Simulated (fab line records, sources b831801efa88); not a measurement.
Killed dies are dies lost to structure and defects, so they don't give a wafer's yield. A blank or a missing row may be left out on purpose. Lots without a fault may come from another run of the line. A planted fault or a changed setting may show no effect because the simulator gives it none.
A struck lot beside a sound one | flow sky130 | 16 steps out of a route of 708
Sound: wafers L961.1, L961.5, L961.6. Struck: wafers L979.1, L979.3, L979.6. The cause comes at the end.
At each step with rows: each side's tool, then ch and its chambers, then its first start. Under that, the readings that differ: sound wafers | struck wafers | difference of the means | sigmas: that difference in standard deviations of wafers without a fault.
alike: readings whose means differ by less than 2 such deviations, and words and numbers that are the same on both sides. not compared: withheld readings, readings that some wafer has no value for, bounds like >300 that may hide the same value, and numbers for which the record gives no deviation and whose values overlap.
The two part at a step that has a row with sigmas, a row that says differs or no value, or rows on one side only. Numbers that don't overlap but have no deviation are shown without sigmas and don't part them. A reading that every wafer of one side lacks parts them only if that side has two wafers or more.

first, 3 steps without rows for these wafers: SKY_VIA3_EXPOSE_09 (exposes mask VIM3, target cd 200 nm); SKY_VIA3_PEB_10; SKY_VIA3_DEVELOP_11 (develop time 60 s).
SKY_VIA3_CD_MEAS_12: target cd 200 nm.
  sound on cd_sem-02, day 41 01:29; struck on cd_sem-02, day 45 17:08
  alike: cd_nm
SKY_VIA3_OVL_MEAS_13:
  sound on overlay-02, day 41 01:36; struck on overlay-02, day 45 17:15
  alike: VIA3_OVL
SKY_VIA3_ETCH_14: etches BARC in N2/H2, stops on SiO2, time 45.9 s, target depth 60 nm.
  sound on rie_diel-03 ch 0,2,3, day 41 01:38; struck on rie_diel-01 ch 0,1, day 45 17:17
  alike: drypump_motor_current_A, n2_flow_sccm, oes_product_au, throttle_valve_pct
  not compared: rf_hours_counter_h
SKY_VIA3_ETCH_15: etches SiO2 in C4F8/O2/Ar, stops on TiN, target depth 507 nm, time 78 s.
  sound on rie_diel-03 ch 0,2,3, day 41 01:41; struck on rie_diel-01 ch 0,1, day 45 17:20
  alike: oes_product_au
  not compared: rf_hours_counter_h
SKY_VIA3_STRIP_16: strips in O2/N2.
  sound on plasma_asher-04 ch 0,1, day 41 01:44; struck on plasma_asher-04 ch 0, day 45 17:23
  alike: drypump_motor_current_A, n2_flow_sccm, oes_product_au, strip_time_to_endpoint_s
  not compared: rf_hours_counter_h
then, 3 steps without rows for these wafers: SKY_VIA3_STRIP_17 (strips in post etch residue remover, time 1200 s); SKY_VIA3_CLEAN_18 (cleans in IPA, time 180 s); SKY_VIA3_CLEAN_19 (cleans in O3/DIW).
SKY_VIA3_SPUTTER_20: material TiN, target thk 20 nm, time 80 s.
  sound on pvd_sputter-02, day 41 02:20; struck on pvd_sputter-01, day 45 17:59
  alike: throttle_valve_pct
SKY_VIA3_CVD_21: deposits W, target thk 390 nm, time 117.31 s.
  sound on cvd_w-01 ch 0,1, day 41 02:23; struck on cvd_w-01 ch 1, day 45 18:03
  reading                            | sound             | struck            | difference | sigmas
  chamber_pressure_Torr (Torr)       | 40.01 39.88 39.94 | 35.53 35.57 35.61 | -4.37      | -50
  model.W_of_VIA3_CVD_21.thk_nm (nm) | 386 378.9 397     | 363.7 359.3 361.4 | -25.8      |
  alike: heater_power_outer_w, heater_power_w
SKY_VIA3_RS_MEAS_22: measures by four-point-probe.
  sound on film_metro-02, day 41 02:31; struck on film_metro-03, day 45 18:10
  reading            | sound             | struck            | difference | sigmas
  VIA3_W_RS (ohm/sq) | 0.297 0.303 0.289 | 0.315 0.318 0.316 | +0.020     | +4
SKY_VIA3_THK_MEAS_23: measures by xrf.
  sound on film_metro-02, day 41 02:38; struck on film_metro-03, day 45 18:17
  reading         | sound       | struck      | difference | sigmas
  VIA3_W_THK (nm) | 406 398 419 | 384 381 380 | -26        | -3
SKY_VIA3_CMP_24: polishes, stops on SiO2, t overpolish 20 s, target thk 0 nm.
  sound on cmp-02 ch 0,1,2, day 41 02:50; struck on cmp-02 ch 0,3, day 45 18:21
  alike: motor_current_A

WHERE THEY PART
First at SKY_VIA3_CVD_21; last, within this record, at SKY_VIA3_THK_MEAS_23. Later steps at which nothing parts them and some readings are alike: SKY_VIA3_CMP_24.

WHY: what the simulator had put in
Process parameter drift: cvd_w-01, from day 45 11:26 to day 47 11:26, at SKY_VIA3_CVD_21. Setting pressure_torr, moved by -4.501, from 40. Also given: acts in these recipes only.
